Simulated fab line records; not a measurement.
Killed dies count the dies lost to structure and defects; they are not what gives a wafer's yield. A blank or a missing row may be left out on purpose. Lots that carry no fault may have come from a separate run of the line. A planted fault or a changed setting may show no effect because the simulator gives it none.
Which tool was responsible? + flow sky130 + 13 lots, 39 wafers sampled, at 4 steps of a route of 708

WHAT EACH GAUGE READ, for each wafer
SKY_POLY_CUT_OVL_MEAS_09.
| lot  | measured     | on         | POLY_CUT_OVL (nm) |
|------|--------------|------------|-------------------|
| L537 | day 24 09:22 | overlay-01 | -7 1 -2           |
| L538 | day 24 17:08 | overlay-01 | 1 -7 -2           |
| L541 | day 25 14:10 | overlay-02 | 2 -8 -3           |
| L542 | day 26 08:59 | overlay-01 | 7 -2 -3           |
| L543 | day 26 14:50 | overlay-02 | 4 5 6             |
| L552 | day 29 20:38 | overlay-01 | 5 2 0             |
| L553 | day 30 06:14 | overlay-01 | 6 3 7             |
| L554 | day 30 07:41 | overlay-02 | -2 -4 -2          |
| L555 | day 30 19:10 | overlay-01 | 5 7 7             |
| L556 | day 31 05:07 | overlay-02 | 2 4 1             |
| L557 | day 31 16:59 | overlay-02 | -4 3 4            |
| L560 | day 32 04:53 | overlay-02 | 2 2 -2            |
| L559 | day 32 08:16 | overlay-02 | 2 8 4             |

SKY_CONTACT_CD_MEAS_14: target cd 170 nm.
| lot  | measured     | on       | cdNm (nm)         |
|------|--------------|----------|-------------------|
| L537 | day 31 19:55 | cdSem-01 | 171.0 170.0 172.5 |
| L538 | day 32 01:06 | cdSem-02 | 170.0 170.3 169.1 |
| L541 | day 32 19:28 | cdSem-02 | 168.0 166.4 167.7 |
| L552 | day 36 18:50 | cdSem-01 | 167.5 166.7 167.3 |
| L553 | day 37 05:53 | cdSem-02 | 168.3 168.3 168.1 |
| L554 | day 37 06:00 | cdSem-01 | 168.9 167.8 168.6 |
| L555 | day 37 19:02 | cdSem-01 | 168.5 168.7 169.4 |
| L556 | day 38 02:58 | cdSem-01 | 170.2 169.7 172.2 |
| L557 | day 38 13:25 | cdSem-01 | 170.2 169.1 169.0 |
| L560 | day 38 23:36 | cdSem-01 | 171.9 170.5 172.6 |
| L559 | day 39 02:52 | cdSem-01 | 170.3 171.3 170.6 |

TOOL THAT RAN EACH LOT (tool first, then ch and the chambers of the sampled wafers, then the start)
| lot  | SKY_LDD_N_STRIP_16                  | SKY_LI_CONTACT_SPUTTER_20   |
|------|-------------------------------------|-----------------------------|
| L537 | plasmaAsher-04 ch 1, day 17 20:46   | pvdSputter-01, day 29 09:00 |
| L538 | plasmaAsher-02 ch 0,1, day 18 06:08 | pvdSputter-01, day 29 14:36 |
| L541 | plasmaAsher-04 ch 0,1, day 19 04:31 | pvdSputter-04, day 30 09:54 |
| L542 | plasmaAsher-01 ch 0,1, day 19 23:55 | pvdSputter-01, day 31 07:01 |
| L543 | plasmaAsher-04 ch 0,1, day 20 06:58 | pvdSputter-04, day 31 10:16 |
| L552 | plasmaAsher-04 ch 0,1, day 23 17:10 | pvdSputter-01, day 34 11:43 |
| L553 | plasmaAsher-01 ch 0, day 24 02:16   | pvdSputter-01, day 34 22:32 |
| L554 | plasmaAsher-02 ch 0,1, day 24 03:19 | pvdSputter-04, day 34 23:04 |
| L555 | plasmaAsher-04 ch 0,1, day 24 17:13 | pvdSputter-01, day 35 11:17 |
| L556 | plasmaAsher-02 ch 0,1, day 25 03:17 | pvdSputter-01, day 35 20:14 |
| L557 | plasmaAsher-01 ch 0,1, day 25 15:49 | pvdSputter-01, day 36 07:01 |
| L560 | plasmaAsher-04 ch 0,1, day 26 04:44 | pvdSputter-01, day 36 17:47 |
| L559 | plasmaAsher-04 ch 0,1, day 26 07:19 | pvdSputter-01, day 36 21:08 |
- SKY_LDD_N_STRIP_16: strips in O2/N2.
- SKY_LI_CONTACT_SPUTTER_20: material TiN, target thk 20 nm, time 80 s.

AS READ BY THE TOOLS THEMSELVES (means over the sampled wafers that have a number; for cases with no such wafer, the mark the record gives instead)
SKY_LDD_N_STRIP_16.
| lot  | tool           | drypumpMotorCurrentA (A) | oesProductAu (a.u.) | stripTimeToEndpointS (s) |
|------|----------------|--------------------------|---------------------|--------------------------|
| L537 | plasmaAsher-04 | 5.5                      | 0.406               | 4.317                    |
| L538 | plasmaAsher-02 | 5.8                      | 0.402               | 4.313                    |
| L541 | plasmaAsher-04 | 5.9                      | 0.410               | 4.324                    |
| L542 | plasmaAsher-01 | 5.8                      | 0.407               | 4.306                    |
| L543 | plasmaAsher-04 | 5.9                      | 0.408               | 4.305                    |
| L552 | plasmaAsher-04 | 6.2                      | 0.403               | 4.290                    |
| L553 | plasmaAsher-01 | 6.1                      | 0.406               | 4.314                    |
| L554 | plasmaAsher-02 | 5.3                      | 0.407               | 4.326                    |
| L555 | plasmaAsher-04 | 5.9                      | 0.409               | 4.310                    |
| L556 | plasmaAsher-02 | 5.3                      | 0.405               | 4.288                    |
| L557 | plasmaAsher-01 | 6.0                      | 0.404               | 4.315                    |
| L560 | plasmaAsher-04 | 5.9                      | 0.407               | 4.306                    |
| L559 | plasmaAsher-04 | 6.2                      | 0.410               | 4.310                    |

SKY_LI_CONTACT_SPUTTER_20.
| lot  | tool          | cathodeDcPowerW (W) | chamberPressurePa (Pa) | throttleValvePct (%) |
|------|---------------|---------------------|------------------------|----------------------|
| L537 | pvdSputter-01 | 3999.9              | 4.985                  | 28.9                 |
| L538 | pvdSputter-01 | 4000.1              | 4.998                  | 29.6                 |
| L541 | pvdSputter-04 | 3999.7              | 5.008                  | 30.1                 |
| L542 | pvdSputter-01 | -                   | -                      | -                    |
| L543 | pvdSputter-04 | -                   | -                      | -                    |
| L552 | pvdSputter-01 | 4000.0              | 5.003                  | 28.8                 |
| L553 | pvdSputter-01 | 4000.8              | 5.000                  | 31.7                 |
| L554 | pvdSputter-04 | 4000.0              | 5.006                  | 28.6                 |
| L555 | pvdSputter-01 | 3999.8              | 5.002                  | 30.3                 |
| L556 | pvdSputter-01 | 4000.3              | 5.005                  | 30.9                 |
| L557 | pvdSputter-01 | 4000.4              | 4.993                  | 30.1                 |
| L560 | pvdSputter-01 | 4000.3              | 4.991                  | 31.7                 |
| L559 | pvdSputter-01 | 4000.1              | 5.004                  | 30.2                 |

THE ANSWER, worked out from the rows above alone
Rule: the lots themselves supply what counts as usual. The widest of any qualifying gaps counts: lots, ordered by their means at a reading, are off when they make up no more than a third of the lots, leave a main group of 4 or more, and stand apart from it by 3 or more times the standard deviation of that group's means. A main group whose means are all the same, to the digits that the tables above print for the reading, isn't used. Also off: a lot with no number at a reading for which 4 or more lots have one. The other lots that the step has rows for count as sound. First the gauges in route order, then the tools' own readings, where a lot's mean is used as printed above. At the first step where some lot is off, the reading lying furthest off is the one used; lots without a number count as furthest.
Off, at SKY_LI_CONTACT_SPUTTER_20 on cathodeDcPowerW: L542, L543. Without a number there: L542, L543. The main group has a mean of 4000.1 W with a standard deviation of 0.3.
If a tool, at that step or one of the process steps before it, ran each lot that is off and ran no sound lot following the first of them, it fits. Not one of the candidates tried fits.

WHAT THE SIMULATOR HAD INSERTED
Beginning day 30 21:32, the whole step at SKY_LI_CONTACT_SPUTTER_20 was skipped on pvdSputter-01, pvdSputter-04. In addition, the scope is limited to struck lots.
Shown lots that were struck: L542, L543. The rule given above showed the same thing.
